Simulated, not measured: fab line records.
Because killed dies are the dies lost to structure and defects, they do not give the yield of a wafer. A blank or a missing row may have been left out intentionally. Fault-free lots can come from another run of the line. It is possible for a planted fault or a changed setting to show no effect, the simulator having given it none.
Comparing a struck lot with a sound one	flow sky130	16 steps out of a route of 708
Sound: wafers L518.1, L518.4, L518.5. Wafers struck: L510.1, L510.3, L510.6. At the end, the cause is stated.
At each step with rows: each side's tool, then ch and its chambers, then its first start. Under that, the readings that differ: sound wafers	struck wafers	difference of the means	sigmas: that difference in standard deviations of wafers without a fault.
alike: words and numbers the same on both sides, and readings whose means are apart by under 2 such deviations; not compared: readings that were withheld, readings missing a value for some wafer, numbers with overlapping values and no deviation given by the record, and bounds like >300 which may hide the same value.
Wherever a step has rows on one side only, a row that says differs or no value, or a row with sigmas, the two part there. When numbers do not overlap yet have no deviation, they are printed without sigmas and do not part them. Lack of a reading on every wafer of one side parts them only where that side has two or more wafers.

first, 5 steps without rows for these wafers: SKY_SONOS_TUNNEL_COAT_02 (resist thk 1140 nm); SKY_SONOS_TUNNEL_SOFTBAKE_03 (time 60 s); SKY_SONOS_TUNNEL_EXPOSE_04 (exposes mask TUNM, target cd 410 nm); SKY_SONOS_TUNNEL_PEB_05; SKY_SONOS_TUNNEL_DEVELOP_06 (develop time 60 s).
SKY_SONOS_TUNNEL_CD_MEAS_07: target cd 410 nm.
  sound on cdSem-01, day 16 02:26; struck on cdSem-02, day 13 09:19
  alike: cdNm
SKY_SONOS_TUNNEL_OVL_MEAS_08:
  sound on overlay-01, day 16 02:34; struck on overlay-01, day 13 09:26
  alike: SONOS_TUNNEL_OVL
then, 3 steps without rows for these wafers: SKY_SONOS_TUNNEL_IMPLANT_09; SKY_SONOS_TUNNEL_WET_ETCH_10 (etches SiO2 in dHF, target depth 14 nm, time 280 s); SKY_SONOS_TUNNEL_STRIP_11 (strips in SPM, time 600 s).
SKY_SONOS_TUNNEL_TW_MEAS_12:
  sound on filmMetro-01, day 16 03:05; struck on filmMetro-02, day 13 09:53
  alike: SONOS_TUNNEL_TW
then, 1 step without rows for these wafers: SKY_SONOS_TUNNEL_CLEAN_13 (cleans in dHF, time 20 s).
SKY_SONOS_ONO_OXIDATION_00: stabilise 600 s, purge 300 s, target thk 2.6 nm.
  sound on furnace-02 ch 0, day 16 04:25; struck on furnace-01 ch 0, day 13 10:02
reading	sound	struck	difference	sigmas
spikeTcBottomC (C)	824.6 822.9 824.1	781.1 782.0 781.2	-42.4	-20
spikeTcCentreC (C)	798.0 801.2 798.6	762.7 760.8 763.8	-36.8	-31
spikeTcLowerC (C)	800.7 801.3 800.2	759.7 759.9 760.7	-40.6	-29
spikeTcTopC (C)	811.3 812.1 811.0	778.9 779.5 781.1	-31.6	-13
spikeTcUpperC (C)	802.1 799.8 800.5	762.8 765.0 764.0	-36.9	-38
tubeCenterTempC (C)	800 799.98 799.97	762.58 762.55 762.61	-37.40	-99 or more
tube_center_temp_C_max	801.9 802.8 801.7	764.6 764.5 765.0	-37.4	-99 or more
zonePowerCentrePct (%)	14.52 14.68 14.66	13.25 13.20 13.00	-1.47	-7
zonePowerLowerPct (%)	14.1 14.2 13.9	11.5 11.5 11.4	-2.6	-4
zonePowerUpperPct (%)	14.4 14.4 14.6	12.6 12.8 12.7	-1.8	-5
model.SiO2_of_SONOS_ONO_OXIDATION_00.thkNm (nm)	2.623 2.61 2.653	1.416 1.434 1.437	-1.200	
SKY_SONOS_ONO_THK_MEAS_01:
  sound on filmMetro-02, day 16 05:46; struck on filmMetro-04, day 13 11:23
reading	sound	struck	difference	sigmas
SONOS_ONO_OXIDATION_THK (nm)	2.61 2.57 2.64	1.38 1.48 1.47	-1.16	-24
then, 1 step without rows for these wafers: SKY_SONOS_ONO_CVD_02 (deposits Si3N4 from DCS/NH3, target thk 10.5 nm, time 180 s).
-- record jumps: 34 days separate the struck wafers' starts on either side; left off in module SONOS_ONO, taken up again in module PAD_OPEN, whose first shown step is the route's number 708 --
SKY_PAD_OPEN_PROBE_99:
  sound on prober-01, day 49 03:37; struck on prober-02, day 47 12:49
reading	sound	struck	difference	sigmas
killed_at_M4_up	2 11 7	2 0 5	-4	-2
killedDies	79 97 108	68 76 80	-20	-2
model.etest.sonosErased.driveUaUm	185.3 182.3 177.8	264.7 245.6 249.7	+71.5	
model.etest.sonosUncharged.rOnOhmUm	797.8 815.6 830.4	772 786.1 774.7	-37	
model.etest.capOno.gateLog10ACm2	-8.014 -8.027 -8.134	-6.395 -6.289 -6.428	+1.688	
model.etest.capOno.gateBvV (V)	16.28 16.5 16.86	15.53 15.4 14.94	-1.26	
model.etest.capOno.toxAccNm (nm)	12.95 12.95 13.02	11.71 11.61 11.71	-1.30	
model.etest.sonosBaked.vtLessV (V)	-0.4978 -0.5224 -0.4862	-0.9921 -0.985 -0.9402	-0.4703	
model.etest.sonosErased.vtV (V)	-2.266 -2.259 -2.189	-2.746 -2.748 -2.742	-0.507	
model.etest.pfetG5v0d10v5.offLog10AUm	-12.04 -12.22 -12.16	-12.37 -12.46 -12.47	-0.29	
  alike: killed_at_M0_to_M3, killedAtContacts, killedAtFrontEnd, killedAtOther, killedOpen, killedShort

WHERE THEY PART
At SKY_SONOS_ONO_OXIDATION_00 first; at SKY_PAD_OPEN_PROBE_99 last (within this record only).

WHY: whatever the simulator had introduced
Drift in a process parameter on furnace-01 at SKY_SONOS_ONO_OXIDATION_00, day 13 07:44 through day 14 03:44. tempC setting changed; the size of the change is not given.
